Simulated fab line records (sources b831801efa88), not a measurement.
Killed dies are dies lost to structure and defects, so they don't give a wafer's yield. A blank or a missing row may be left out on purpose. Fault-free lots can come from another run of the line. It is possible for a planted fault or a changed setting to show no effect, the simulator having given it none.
Which tool did it? + flow sky130 + 39 wafers from 13 lots sampled at 3 of the route's 708 steps

## WHAT EACH GAUGE READ, for each wafer
SKY_LDD_HVN_TW_MEAS_10. Usual: for LDD_HVN_TW the level is 1446 and the standard deviation is 6.9.
| lot  | measured     | on           | LDD_HVN_TW     | flag |
|------|--------------|--------------|----------------|------|
| L492 | day 20 02:14 | filmMetro-03 | 1458 1457 1453 |      |
| L493 | day 21 03:37 | filmMetro-03 | 1452 1457 1450 |      |
| L494 | day 21 06:33 | filmMetro-03 | 1443 1451 1452 |      |
| L496 | day 22 05:01 | filmMetro-01 | 1434 1438 1439 |      |
| L498 | day 22 19:41 | filmMetro-02 | 1449 1449 1446 |      |
| L499 | day 22 23:58 | filmMetro-01 | 1431 1443 1443 |      |
| L500 | day 23 17:03 | filmMetro-01 | 1444 1445 1454 |      |
| L501 | day 23 23:58 | filmMetro-03 | 1457 1445 1448 |      |
| L502 | day 24 10:28 | filmMetro-02 | 1451 1450 1451 |      |
| L509 | day 26 13:25 | filmMetro-01 | 1449 1441 1446 |      |
| L510 | day 26 19:34 | filmMetro-03 | 1442 1461 1449 |      |
| L514 | day 28 16:29 | filmMetro-01 | 1443 1444 1433 |      |
| L513 | day 28 23:52 | filmMetro-02 | 1447 1451 1444 |      |

SKY_POLY_CUT_OVL_MEAS_09. Usual: for POLY_CUT_OVL the level is 0 nm and the standard deviation is 5.5.
| lot  | measured     | on         | POLY_CUT_OVL (nm) | flag |
|------|--------------|------------|-------------------|------|
| L492 | day 23 23:33 | overlay-01 | -7 0 3            |      |
| L493 | day 24 23:15 | overlay-02 | 2 -4 0            |      |
| L494 | day 25 01:37 | overlay-01 | -1 -3 5           |      |
| L496 | day 26 01:55 | overlay-02 | 8 -3 12           |      |
| L498 | day 26 16:11 | overlay-02 | 5 3 4             |      |
| L499 | day 26 19:49 | overlay-02 | -4 -3 1           |      |
| L500 | day 27 11:22 | overlay-01 | -4 13 5           |      |
| L501 | day 27 23:11 | overlay-01 | -4 0 -9           |      |
| L502 | day 28 04:16 | overlay-01 | -5 1 -2           |      |
| L509 | day 30 01:22 | overlay-02 | 3 -2 3            |      |
| L510 | day 30 07:35 | overlay-01 | 5 5 5             |      |
| L514 | day 32 04:40 | overlay-02 | -6 -1 -12         |      |
| L513 | day 32 11:44 | overlay-01 | -1 -6 4           |      |

## TOOL THAT RAN EACH LOT (tool first, then ch and the chambers of the sampled wafers, then the start)
| lot  | SKY_LDD_HVP_STRIP_09                |
|------|-------------------------------------|
| L492 | plasmaAsher-04 ch 0,1, day 21 09:02 |
| L493 | plasmaAsher-04 ch 0,1, day 22 09:33 |
| L494 | plasmaAsher-01 ch 1, day 22 12:36   |
| L496 | plasmaAsher-01 ch 0,1, day 23 11:50 |
| L498 | plasmaAsher-04 ch 0,1, day 24 02:23 |
| L499 | plasmaAsher-01 ch 0,1, day 24 05:11 |
| L500 | plasmaAsher-01 ch 0,1, day 24 22:23 |
| L501 | plasmaAsher-01 ch 0,1, day 25 05:34 |
| L502 | plasmaAsher-03 ch 0,1, day 25 16:20 |
| L509 | plasmaAsher-03 ch 0,1, day 27 18:26 |
| L510 | plasmaAsher-04 ch 0,1, day 28 00:13 |
| L514 | plasmaAsher-04 ch 0,1, day 29 19:42 |
| L513 | plasmaAsher-04 ch 0,1, day 30 02:20 |
- SKY_LDD_HVP_STRIP_09: strips in O2/N2.

## WHAT THE TOOLS THEMSELVES READ (means of the sampled wafers that have a number; where no wafer has one, the mark that the record gives instead)
SKY_LDD_HVP_STRIP_09. Usual: drypumpMotorCurrentA 5.85 A, standard deviation 0.24; oesProductAu 0.408 a.u., standard deviation 0.0043; stripTimeToEndpointS 4.133 s, standard deviation 0.016.
| lot  | tool           | drypumpMotorCurrentA (A) | oesProductAu (a.u.) | stripTimeToEndpointS (s) | flag |
|------|----------------|--------------------------|---------------------|--------------------------|------|
| L492 | plasmaAsher-04 | 5.90                     | 0.407               | 4.120                    |      |
| L493 | plasmaAsher-04 | 5.91                     | 0.409               | 4.140                    |      |
| L494 | plasmaAsher-01 | 5.75                     | 0.411               | 4.161                    |      |
| L496 | plasmaAsher-01 | 5.68                     | 0.412               | 4.119                    |      |
| L498 | plasmaAsher-04 | 5.93                     | 0.409               | 4.122                    |      |
| L499 | plasmaAsher-01 | 5.66                     | 0.408               | 4.141                    |      |
| L500 | plasmaAsher-01 | 5.68                     | 0.409               | 4.132                    |      |
| L501 | plasmaAsher-01 | 5.71                     | 0.404               | 4.109                    |      |
| L502 | plasmaAsher-03 | 5.81                     | 0.407               | 4.114                    |      |
| L509 | plasmaAsher-03 | 5.82                     | 0.408               | 4.147                    |      |
| L510 | plasmaAsher-04 | 5.91                     | 0.412               | 4.134                    |      |
| L514 | plasmaAsher-04 | 5.91                     | 0.408               | 4.126                    |      |
| L513 | plasmaAsher-04 | 5.91                     | 0.409               | 4.136                    |      |

## THE ANSWER, worked out from the rows above alone
Rule: a lot is off if the mean of its wafers that have a number lies more than 3 standard deviations from the usual mean. A lot without any number at a reading at which 4 lots or more have one is off too. All remaining lots with rows at the step are treated as sound. The gauges are gone through in route order, then the tools' own readings, and for those a lot's mean is taken as printed above. The first step at which some lot is off is used, and at that step the reading that is off furthest; a lot without a number counts as furthest.
Across all readings shown, no lot is off: no conclusion can be drawn from this.

## WHAT THE SIMULATOR HAD PUT IN
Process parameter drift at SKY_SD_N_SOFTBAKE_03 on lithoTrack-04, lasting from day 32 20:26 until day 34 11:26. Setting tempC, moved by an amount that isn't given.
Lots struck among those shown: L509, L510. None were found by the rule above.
